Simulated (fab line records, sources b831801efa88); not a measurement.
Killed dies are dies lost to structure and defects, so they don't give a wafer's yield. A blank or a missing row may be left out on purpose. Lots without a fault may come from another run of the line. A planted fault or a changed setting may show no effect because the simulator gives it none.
Which tool did it? | flow sky130 | 11 lots, 33 wafers sampled, at 6 steps of a route of 708

WHAT THE GAUGES READ, wafer by wafer
SKY_DNWELL_TW_MEAS_09.
lot  | measured    | on            | DNWELL_TW
L782 | day 3 02:04 | film_metro-01 | 1125 1124 1122
L784 | day 4 02:11 | film_metro-03 | 1109 1112 1112
L786 | day 4 04:47 | film_metro-04 | 1121 1115 1112
L788 | day 4 12:50 | film_metro-04 | 1117 1117 1116
L789 | day 4 22:16 | film_metro-03 | 1094 1095 1105
L790 | day 5 02:11 | film_metro-01 | 1120 1122 1116
L797 | day 6 12:16 | film_metro-04 | 1106 1104 1101
L798 | day 6 22:49 | film_metro-03 | 1120 1120 1123
L799 | day 7 03:47 | film_metro-01 | 1121 1119 1121
L800 | day 7 04:23 | film_metro-04 | 1106 1114 1110
L805 | day 9 01:40 | film_metro-03 | 1105 1110 1113

SKY_NWELL_TW_MEAS_15.
lot  | measured     | on            | NWELL_TW
L782 | day 4 14:44  | film_metro-01 | 1827 1828 1824
L784 | day 5 11:59  | film_metro-01 | 1829 1823 1839
L786 | day 5 16:07  | film_metro-03 | 1808 1814 1813
L788 | day 6 00:31  | film_metro-03 | 30 30 30 30 30 30
L789 | day 6 11:17  | film_metro-01 | 30 30 30 30 30 30
L790 | day 6 14:52  | film_metro-04 | 30 30 30 30 30 30
L797 | day 8 03:34  | film_metro-03 | 1816 1820 1818
L798 | day 8 13:15  | film_metro-03 | 1821 1827 1824
L799 | day 8 18:01  | film_metro-03 | 1823 1825 1825
L800 | day 8 19:19  | film_metro-03 | 1818 1820 1822
L805 | day 10 23:36 | film_metro-01 | 1822 1821 1826

SKY_VT_ADJUST_LVTN_OVL_MEAS_07.
lot  | measured     | on         | VT_ADJUST_LVTN_OVL (nm)
L782 | day 6 22:10  | overlay-02 | 0.6 -0.4 0.3
L784 | day 7 21:01  | overlay-02 | -0.6 -0.3 -1.3
L786 | day 8 01:41  | overlay-02 | -1.2 0.4 -2.7
L797 | day 10 21:34 | overlay-01 | 0.8 -1.4 0.2
L798 | day 11 08:13 | overlay-01 | 0.1 1.3 0.4
L799 | day 11 14:52 | overlay-01 | -0.8 -0.5 3.0
L800 | day 11 16:32 | overlay-01 | 1.3 1.9 0.1
L805 | day 14 02:43 | overlay-02 | 2.3 0.3 -2.2

WHICH TOOL RAN EACH LOT (tool, then ch and the chambers of the sampled wafers, then the start)
lot  | SKY_FIELD_ISO_STRIP_16              | SKY_PWDE_STRIP_09                   | SKY_NWELL_STRIP_14
L782 | plasma_asher-02 ch 0,1, day 2 03:26 | plasma_asher-01 ch 0,1, day 3 22:09 | plasma_asher-01 ch 0,1, day 4 14:38
L784 | plasma_asher-01 ch 0,1, day 3 02:56 | plasma_asher-02 ch 0,1, day 4 18:12 | plasma_asher-04 ch 0,1, day 5 11:53
L786 | plasma_asher-01 ch 0,1, day 3 07:32 | plasma_asher-01 ch 0,1, day 4 21:27 | plasma_asher-04 ch 0,1, day 5 16:00
L788 | plasma_asher-03 ch 0,1, day 3 11:58 | plasma_asher-01 ch 0,1, day 5 05:29 | plasma_asher-04 ch 0,1, day 6 00:26
L789 | plasma_asher-02 ch 0,1, day 3 18:50 | plasma_asher-01 ch 0,1, day 5 15:58 | plasma_asher-01 ch 0,1, day 6 11:11
L790 | plasma_asher-03 ch 0,1, day 3 21:32 | plasma_asher-04 ch 0,1, day 5 19:27 | plasma_asher-01 ch 0, day 6 14:45
L797 | plasma_asher-03 ch 0,1, day 5 10:38 | plasma_asher-04 ch 0,1, day 7 07:27 | plasma_asher-03 ch 0,1, day 8 03:27
L798 | plasma_asher-01 ch 0,1, day 5 18:59 | plasma_asher-04 ch 0,1, day 7 17:43 | plasma_asher-04 ch 0,1, day 8 13:09
L799 | plasma_asher-01 ch 0,1, day 5 23:55 | plasma_asher-02 ch 0,1, day 7 22:38 | plasma_asher-04 ch 0,1, day 8 17:56
L800 | plasma_asher-01 ch 0,1, day 6 03:25 | plasma_asher-04 ch 0,1, day 7 23:23 | plasma_asher-01 ch 0,1, day 8 19:14
L805 | plasma_asher-01 ch 0,1, day 7 04:41 | plasma_asher-01 ch 0,1, day 9 23:43 | plasma_asher-03 ch 0,1, day 10 23:30
- SKY_FIELD_ISO_STRIP_16: strips in O2/N2.
- SKY_PWDE_STRIP_09: strips in O2/N2.
- SKY_NWELL_STRIP_14: strips in O2/N2.

WHAT THE TOOLS THEMSELVES READ (means of the sampled wafers that have a number; where no wafer has one, the mark that the record gives instead)
SKY_FIELD_ISO_STRIP_16.
lot  | tool            | chamber_pressure_mTorr (mTorr) | drypump_motor_current_A (A) | oes_product_au (a.u.) | strip_time_to_endpoint_s (s)
L782 | plasma_asher-02 | 1498.9                         | 5.2                         | 0.381                 | 3.54
L784 | plasma_asher-01 | 1498.9                         | 5.8                         | 0.378                 | 3.58
L786 | plasma_asher-01 | 1500.3                         | 5.6                         | 0.375                 | 3.54
L788 | plasma_asher-03 | 1501.3                         | 5.9                         | 0.377                 | 3.55
L789 | plasma_asher-02 | 1501.3                         | 5.2                         | 0.381                 | 3.54
L790 | plasma_asher-03 | 1501.4                         | 5.8                         | 0.378                 | 3.55
L797 | plasma_asher-03 | 1498.8                         | 6.2                         | 0.373                 | 3.49
L798 | plasma_asher-01 | 1499.5                         | 5.8                         | 0.374                 | 3.51
L799 | plasma_asher-01 | 1498.6                         | 5.8                         | 0.380                 | 3.52
L800 | plasma_asher-01 | 1500.1                         | 5.6                         | 0.380                 | 3.54
L805 | plasma_asher-01 | 1499.5                         | 5.8                         | 0.373                 | 3.50

SKY_PWDE_STRIP_09.
lot  | tool            | chamber_pressure_mTorr (mTorr) | drypump_motor_current_A (A) | oes_product_au (a.u.) | strip_time_to_endpoint_s (s)
L782 | plasma_asher-01 | 1500.9                         | 5.6                         | 0.720                 | 36.81
L784 | plasma_asher-02 | 1500.2                         | 5.2                         | 0.722                 | 36.87
L786 | plasma_asher-01 | 1500.4                         | 5.6                         | 0.724                 | 36.96
L788 | plasma_asher-01 | -                              | -                           | -                     | -
L789 | plasma_asher-01 | -                              | -                           | -                     | -
L790 | plasma_asher-04 | -                              | -                           | -                     | -
L797 | plasma_asher-04 | 1499.4                         | 6.2                         | 0.724                 | 36.76
L798 | plasma_asher-04 | 1500.1                         | 6.3                         | 0.721                 | 36.81
L799 | plasma_asher-02 | 1499.4                         | 5.5                         | 0.724                 | 36.78
L800 | plasma_asher-04 | 1498.4                         | 6.1                         | 0.725                 | 36.82
L805 | plasma_asher-01 | 1501.1                         | 5.8                         | 0.725                 | 36.94

SKY_NWELL_STRIP_14.
lot  | tool            | chamber_pressure_mTorr (mTorr) | drypump_motor_current_A (A) | oes_product_au (a.u.) | strip_time_to_endpoint_s (s)
L782 | plasma_asher-01 | 1499.9                         | 5.6                         | 0.722                 | 36.90
L784 | plasma_asher-04 | 1501.2                         | 6.3                         | 0.723                 | 36.73
L786 | plasma_asher-04 | 1500.8                         | 6.3                         | 0.722                 | 36.84
L788 | plasma_asher-04 | 1500.0                         | 6.2                         | 0.738                 | 80.79
L789 | plasma_asher-01 | 1501.4                         | 5.6                         | 0.735                 | 80.95
L790 | plasma_asher-01 | 1498.5                         | 5.5                         | 0.743                 | 81.12
L797 | plasma_asher-03 | 1501.1                         | 5.8                         | 0.724                 | 36.87
L798 | plasma_asher-04 | 1501.4                         | 6.3                         | 0.722                 | 36.88
L799 | plasma_asher-04 | 1500.8                         | 6.3                         | 0.722                 | 37.03
L800 | plasma_asher-01 | 1500.2                         | 5.8                         | 0.727                 | 36.76
L805 | plasma_asher-03 | 1499.9                         | 5.8                         | 0.725                 | 36.74

THE ANSWER, worked out from the rows above alone
Rule: what is usual is taken from the lots themselves. Put in order of their means at a reading, lots are off if they are a third of the lots or fewer, leave a main group of 4 or more, and stand apart from it by a gap of 3 or more times the standard deviation of the main group's means; of several such gaps the widest counts. A main group whose means are all the same, to the digits that the tables above print for the reading, isn't used. A lot without any number at a reading at which 4 lots or more have one is off too. The other lots that the step has rows for count as sound. The gauges are gone through in route order, then the tools' own readings, and for those a lot's mean is taken as printed above. The first step at which some lot is off is used, and at that step the reading that is off furthest; a lot without a number counts as furthest.
Off: L788, L789, L790, at SKY_NWELL_TW_MEAS_15 (NWELL_TW). The main group: mean 1822, standard deviation 5.3.
A tool fits if, at a process step before that reading, it ran every lot that is off, and no sound lot after the first of them. The gauges at SKY_NWELL_TW_MEAS_15 aren't tried: what is off there is off at SKY_PWDE_STRIP_09 too, on other tools, and a gauge's error can't cause that. None of those tried fits.

WHAT THE SIMULATOR HAD PUT IN
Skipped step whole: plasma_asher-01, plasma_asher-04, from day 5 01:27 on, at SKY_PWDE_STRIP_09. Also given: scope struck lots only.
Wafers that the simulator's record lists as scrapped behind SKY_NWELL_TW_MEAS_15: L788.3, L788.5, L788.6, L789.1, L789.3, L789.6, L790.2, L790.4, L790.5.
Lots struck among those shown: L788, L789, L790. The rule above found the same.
